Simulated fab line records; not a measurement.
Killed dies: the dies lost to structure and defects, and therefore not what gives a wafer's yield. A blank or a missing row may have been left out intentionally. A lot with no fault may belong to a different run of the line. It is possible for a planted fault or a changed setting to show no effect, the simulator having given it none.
Which tool is to blame? :: flow sky130 :: Sampling: 12 lots, 36 wafers, 4 of 708 route steps

## WHAT THE GAUGES READ, wafer by wafer
SKY_POLY_CUT_CD_MEAS_08 targets a cd of 270 nm.
lot: L765
measured: day 25 12:38
on: cd-sem-01
cd-nm (nm): 270.0 268.6 271.9

lot: L767
measured: day 25 14:16
on: cd-sem-01
cd-nm (nm): 269.4 269.5 267.6

lot: L770
measured: day 26 03:51
on: cd-sem-02
cd-nm (nm): 269.7 268.9 269.6

lot: L771
measured: day 26 19:34
on: cd-sem-01
cd-nm (nm): 269.1 268.5 269.0

lot: L773
measured: day 27 15:16
on: cd-sem-01
cd-nm (nm): 271.0 271.6 271.2

lot: L775
measured: day 27 18:43
on: cd-sem-02
cd-nm (nm): 270.9 270.8 271.7

lot: L776
measured: day 28 11:02
on: cd-sem-01
cd-nm (nm): 269.7 270.2 269.3

lot: L777
measured: day 28 23:42
on: cd-sem-01
cd-nm (nm): 271.7 269.9 270.1

lot: L778
measured: day 29 00:01
on: cd-sem-02
cd-nm (nm): 268.6 270.4 268.8

lot: L779
measured: day 29 10:35
on: cd-sem-02
cd-nm (nm): 269.2 270.6 268.4

lot: L780
measured: day 29 20:46
on: cd-sem-02
cd-nm (nm): 270.9 272.2 273.8

lot: L782
measured: day 30 07:03
on: cd-sem-02
cd-nm (nm): 269.7 269.6 270.2

SKY_SD_P_TW_MEAS_11.
lot: L765
measured: day 26 18:47
on: film-metro-04
SD_P_TW: 2817 2814 2824

lot: L767
measured: day 26 19:53
on: film-metro-04
SD_P_TW: 2799 2807 2814

lot: L770
measured: day 27 10:00
on: film-metro-04
SD_P_TW: 2826 2815 2828

lot: L771
measured: day 28 00:25
on: film-metro-04
SD_P_TW: 2833 2833 2847

lot: L773
measured: day 28 19:43
on: film-metro-01
SD_P_TW: 2843 2837 2835

lot: L775
measured: day 28 22:55
on: film-metro-04
SD_P_TW: 2846 2837 2845

lot: L776
measured: day 29 16:07
on: film-metro-04
SD_P_TW: 2843 2833 2832

lot: L777
measured: day 30 04:38
on: film-metro-01
SD_P_TW: 2842 2840 2849

lot: L778
measured: day 30 04:41
on: film-metro-02
SD_P_TW: 2868 2868 2865

lot: L779
measured: day 30 15:17
on: film-metro-02
SD_P_TW: 2888 2896 2876

lot: L780
measured: day 31 01:05
on: film-metro-02
SD_P_TW: 2883 2886 2889

lot: L782
measured: day 31 11:00
on: film-metro-02
SD_P_TW: 2888 2890 2887

## WHAT TOOL EACH LOT RAN ON (gives the tool, then ch and the chambers of the sampled wafers, and finally the start)
lot: L765
SKY_NWELL_COAT_05: litho-track-04 ch 0, day 5 02:32
SKY_NWELL_STRIP_14: plasma-asher-01 ch 0,1, day 5 11:42

lot: L767
SKY_NWELL_COAT_05: litho-track-01 ch 0, day 5 03:43
SKY_NWELL_STRIP_14: plasma-asher-01 ch 0,1, day 5 13:33

lot: L770
SKY_NWELL_COAT_05: litho-track-03 ch 0, day 5 14:16
SKY_NWELL_STRIP_14: plasma-asher-04 ch 0,1, day 6 00:26

lot: L771
SKY_NWELL_COAT_05: litho-track-04 ch 0, day 6 01:46
SKY_NWELL_STRIP_14: plasma-asher-01 ch 0,1, day 6 11:11

lot: L773
SKY_NWELL_COAT_05: litho-track-04 ch 0, day 6 07:55
SKY_NWELL_STRIP_14: plasma-asher-01 ch 0,1, day 6 18:45

lot: L775
SKY_NWELL_COAT_05: litho-track-03 ch 0, day 6 17:34
SKY_NWELL_STRIP_14: plasma-asher-01 ch 0,1, day 7 03:14

lot: L776
SKY_NWELL_COAT_05: litho-track-03 ch 0, day 7 02:50
SKY_NWELL_STRIP_14: plasma-asher-01 ch 0,1, day 7 12:08

lot: L777
SKY_NWELL_COAT_05: litho-track-03 ch 0, day 7 06:46
SKY_NWELL_STRIP_14: plasma-asher-03 ch 0,1, day 7 17:50

lot: L778
SKY_NWELL_COAT_05: litho-track-03 ch 0, day 7 12:52
SKY_NWELL_STRIP_14: plasma-asher-03 ch 0,1, day 7 22:39

lot: L779
SKY_NWELL_COAT_05: litho-track-01 ch 0, day 7 17:38
SKY_NWELL_STRIP_14: plasma-asher-03 ch 0,1, day 8 03:27

lot: L780
SKY_NWELL_COAT_05: litho-track-03 ch 0, day 8 02:16
SKY_NWELL_STRIP_14: plasma-asher-04 ch 0,1, day 8 13:09

lot: L782
SKY_NWELL_COAT_05: litho-track-04 ch 0, day 8 08:43
SKY_NWELL_STRIP_14: plasma-asher-01 ch 0,1, day 8 19:14
- SKY_NWELL_COAT_05: resist thk 3000 nm.
- SKY_NWELL_STRIP_14: strips in O2/N2.

## AS READ BY THE TOOLS THEMSELVES (means over the sampled wafers that have a number; for cases with no such wafer, the mark the record gives instead)
SKY_NWELL_STRIP_14.
lot: L765
tool: plasma-asher-01
drypump-motor-current-A (A): 5.8
oes-product-au (a.u.): 0.721
strip-time-to-endpoint-s (s): 36.79

lot: L767
tool: plasma-asher-01
drypump-motor-current-A (A): 5.7
oes-product-au (a.u.): 0.720
strip-time-to-endpoint-s (s): 36.73

lot: L770
tool: plasma-asher-04
drypump-motor-current-A (A): 6.2
oes-product-au (a.u.): 0.724
strip-time-to-endpoint-s (s): 36.89

lot: L771
tool: plasma-asher-01
drypump-motor-current-A (A): 5.6
oes-product-au (a.u.): 0.719
strip-time-to-endpoint-s (s): 36.85

lot: L773
tool: plasma-asher-01
drypump-motor-current-A (A): 5.8
oes-product-au (a.u.): 0.718
strip-time-to-endpoint-s (s): 36.84

lot: L775
tool: plasma-asher-01
drypump-motor-current-A (A): 5.7
oes-product-au (a.u.): 0.724
strip-time-to-endpoint-s (s): 37.05

lot: L776
tool: plasma-asher-01
drypump-motor-current-A (A): 5.8
oes-product-au (a.u.): 0.723
strip-time-to-endpoint-s (s): 36.88

lot: L777
tool: plasma-asher-03
drypump-motor-current-A (A): 6.1
oes-product-au (a.u.): 0.723
strip-time-to-endpoint-s (s): 37.01

lot: L778
tool: plasma-asher-03
drypump-motor-current-A (A): 5.8
oes-product-au (a.u.): 0.718
strip-time-to-endpoint-s (s): 23.87

lot: L779
tool: plasma-asher-03
drypump-motor-current-A (A): 5.8
oes-product-au (a.u.): 0.724
strip-time-to-endpoint-s (s): 36.87

lot: L780
tool: plasma-asher-04
drypump-motor-current-A (A): 6.3
oes-product-au (a.u.): 0.717
strip-time-to-endpoint-s (s): 23.78

lot: L782
tool: plasma-asher-01
drypump-motor-current-A (A): 5.8
oes-product-au (a.u.): 0.727
strip-time-to-endpoint-s (s): 36.76

## THE ANSWER, worked out from the rows above alone
Rule: what is usual is taken from the lots themselves. Put in order of their means at a reading, lots are off if they are a third of the lots or fewer, leave a main group of 4 or more, and stand apart from it by a gap of 3 or more times the standard deviation of the main group's means; of several such gaps the widest counts. The tables above print the reading to a certain number of digits; a main group whose means all agree to those digits is not used. Also off: a lot with no number at a reading for which 4 or more lots have one. All remaining lots with rows at the step are treated as sound. Order of review: gauges by route order, followed by the tools' own readings, for which a lot's mean as printed above is used. The first step at which some lot is off is used, and at that step the reading that is off furthest; a lot without a number counts as furthest.
Off, at SKY_NWELL_STRIP_14 on strip-time-to-endpoint-s: L778, L780. Main group: mean 36.87 s, sd 0.096.
A tool fits if, at that step or a process step before it, it ran every lot that is off, and no sound lot after the first of them. One candidate fits, namely litho-track-03 at SKY_NWELL_COAT_05. Its last sound lot is L777 (day 7 06:46), its first lot that is off L778 (day 7 12:52): a fault that began between those two fits.

## WHAT THE SIMULATOR HAD INSERTED
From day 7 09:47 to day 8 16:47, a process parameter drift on litho-track-03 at SKY_NWELL_COAT_05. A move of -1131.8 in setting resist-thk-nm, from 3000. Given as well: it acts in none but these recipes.
Shown lots that were struck: L778, L780. This agrees with what the rule above found.
